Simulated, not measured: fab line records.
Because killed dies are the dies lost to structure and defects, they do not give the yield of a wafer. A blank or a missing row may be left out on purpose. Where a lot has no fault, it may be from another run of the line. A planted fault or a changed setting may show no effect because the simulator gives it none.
Which tool is to blame? -- flow sky130 -- 13 lots with 39 wafers sampled at 4 steps, on a route of 708 steps

## WHAT THE GAUGES READ, wafer by wafer
SKY_FIELD_ISO_CD_MEAS_13: the cd target is 150 nm. Usual: cdNm at 150.0 nm, with a standard deviation of 1.7.
lot,measured,on,cdNm (nm),flag
L894,day 2 05:35,cdSem-02,150.1 148.1 149.5,
L895,day 2 10:40,cdSem-02,151.9 151.3 152.3,
L896,day 2 15:01,cdSem-01,149.1 148.8 149.4,
L897,day 2 21:15,cdSem-01,149.1 150.3 148.9,
L898,day 3 01:51,cdSem-01,151.3 152.1 150.6,
L900,day 3 11:42,cdSem-02,147.8 148.1 147.4,
L903,day 4 06:17,cdSem-01,151.4 150.4 151.6,
L905,day 4 13:21,cdSem-02,147.9 148.8 150.2,
L907,day 4 23:48,cdSem-01,150.2 150.6 151.3,
L913,day 6 09:06,cdSem-02,149.3 150.7 150.1,
L914,day 6 15:30,cdSem-01,153.2 151.7 151.3,
L916,day 6 23:49,cdSem-02,149.7 150.7 149.3,
L917,day 7 04:16,cdSem-02,152.5 154.0 154.1,

SKY_SONOS_TUNNEL_CD_MEAS_07: the cd target is 410 nm. Usual: cdNm at 409.6 nm, with a standard deviation of 2.2.
lot,measured,on,cdNm (nm),flag
L894,day 11 11:31,cdSem-01,413.3 411.4 410.2,
L895,day 11 17:02,cdSem-01,409.4 409.5 408.8,
L896,day 11 23:04,cdSem-01,408.5 409.9 408.4,
L897,day 12 09:25,cdSem-01,412.3 410.2 408.9,
L898,day 12 17:04,cdSem-01,412.8 409.7 409.8,
L900,day 13 06:30,cdSem-02,410.4 411.5 409.5,
L903,day 14 12:54,cdSem-02,410.2 411.8 411.3,
L905,day 14 22:22,cdSem-02,405.3 405.2 402.3,
L907,day 15 09:57,cdSem-02,408.7 408.7 409.1,
L913,day 17 12:03,cdSem-01,408.1 407.6 407.0,
L914,day 18 03:09,cdSem-01,409.6 407.8 408.4,
L916,day 18 16:04,cdSem-02,411.6 410.3 410.5,
L917,day 18 20:50,cdSem-02,410.0 409.6 408.0,

## EACH LOT AND THE TOOL THAT RAN IT (in order: tool; ch and the chambers of the sampled wafers; start)
lot,SKY_FIELD_ISO_CMP_27,SKY_NWELL_IMPLANT_24
L894,"cmp-02 ch 0,1,3, day 2 11:56","implanter-04 ch 0, day 5 10:41"
L895,"cmp-01 ch 0,2,3, day 2 17:55","implanter-04 ch 0, day 5 15:56"
L896,"cmp-02 ch 0,3, day 2 20:46","implanter-03 ch 0, day 5 19:50"
L897,"cmp-02 ch 0,1,2, day 3 02:44","implanter-03 ch 0, day 6 03:32"
L898,"cmp-01 ch 0,1,3, day 3 09:07","implanter-02 ch 0, day 6 09:19"
L900,"cmp-01 ch 0,3, day 3 16:32","implanter-03 ch 0, day 6 18:59"
L903,"cmp-01 ch 0,2,3, day 4 14:06","implanter-03 ch 0, day 7 18:56"
L905,"cmp-01 ch 2,3, day 4 18:34","implanter-04 ch 0, day 8 00:59"
L907,"cmp-01 ch 0,1,3, day 5 04:04","implanter-02 ch 0, day 8 10:32"
L913,"cmp-01 ch 1,2,3, day 6 14:04","implanter-02 ch 0, day 10 01:44"
L914,"cmp-01 ch 0,1,3, day 6 19:32","implanter-02 ch 0, day 10 11:14"
L916,"cmp-02 ch 1,3, day 7 04:47","implanter-02 ch 0, day 10 20:01"
L917,"cmp-01 ch 0,1,3, day 7 08:41","implanter-04 ch 0, day 11 01:08"
- SKY_FIELD_ISO_CMP_27: polishes, stops on Si3N4, t overpolish 16 s, target thk 457.8 nm.
- SKY_NWELL_IMPLANT_24

## AS READ BY THE TOOLS THEMSELVES (means over the sampled wafers that have a number; for cases with no such wafer, the mark the record gives instead)
SKY_FIELD_ISO_CMP_27. Usual: motorCurrentA 11.6 A, standard deviation 1; overpolishRunS 16.000 s, standard deviation 0.0095; timeToEndpointS 115 s, standard deviation 3.5.
lot,tool,motorCurrentA (A),overpolishRunS (s),timeToEndpointS (s),flag
L894,cmp-02,12.6,15.993,113,
L895,cmp-01,11.3,16.001,115,
L896,cmp-02,12.1,16.009,108,
L897,cmp-02,11.9,16.000,118,
L898,cmp-01,11.6,16.010,116,
L900,cmp-01,11.2,16.003,120,
L903,cmp-01,11.2,16.003,115,
L905,cmp-01,10.8,16.006,116,
L907,cmp-01,11.1,16.008,117,
L913,cmp-01,11.4,16.008,114,
L914,cmp-01,11.1,16.000,118,
L916,cmp-02,14.0,16.002,116,
L917,cmp-01,11.5,16.003,117,

SKY_NWELL_IMPLANT_24. Usual: doseIonsCm2 9.202e+12, standard deviation 1e+10; faradayCurrentUA 51.9, standard deviation 0.98.
lot,tool,doseIonsCm2,faradayCurrentUA,flag
L894,implanter-04,9.196e+12,52.4,
L895,implanter-04,9.217e+12,51.4,
L896,implanter-03,9.190e+12,51.5,
L897,implanter-03,9.208e+12,52.2,
L898,implanter-02,9.202e+12,51.9,
L900,implanter-03,9.215e+12,52.2,
L903,implanter-03,9.207e+12,52.0,
L905,implanter-04,9.200e+12,52.2,
L907,implanter-02,9.194e+12,52.3,
L913,implanter-02,9.192e+12,51.5,
L914,implanter-02,1.022e+13,57.4,OFF
L916,implanter-02,1.024e+13,57.2,OFF
L917,implanter-04,9.193e+12,52.1,

## THE ANSWER, worked out from the rows above alone
Rule: a lot counts as off when the mean over its wafers that have a number is more than 3 standard deviations away from the usual mean. A lot without any number at a reading at which 4 lots or more have one is off too. Where the step has rows for the other lots, those lots are counted as sound. Order of review: gauges by route order, followed by the tools' own readings, for which a lot's mean as printed above is used. The first step at which some lot is off is used, and at that step the reading that is off furthest; a lot without a number counts as furthest.
Off, at SKY_NWELL_IMPLANT_24 on doseIonsCm2: L914, L916.
A tool fits if, at that step or a process step before it, it ran every lot that is off, and no sound lot after the first of them. One candidate fits, namely implanter-02 at SKY_NWELL_IMPLANT_24. Its last sound lot is L913 (day 10 01:44), its first lot that is off L914 (day 10 11:14): a fault that began between those two fits.
The tool's own readings at SKY_NWELL_IMPLANT_24 bear it out: on the lots that are off they differ by more than 5 times the standard deviation of the sound lots' means. doseIonsCm2 reads 1.023e+13 there against 9.201e+12 on the sound lots; faradayCurrentUA reads 57.3 there against 52.0 on the sound lots.

## WHAT WAS PUT IN BY THE SIMULATOR
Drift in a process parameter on implanter-02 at SKY_NWELL_IMPLANT_24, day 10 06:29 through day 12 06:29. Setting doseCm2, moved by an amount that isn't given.
Struck lots among those shown: L914, L916. The same result came from the rule above.
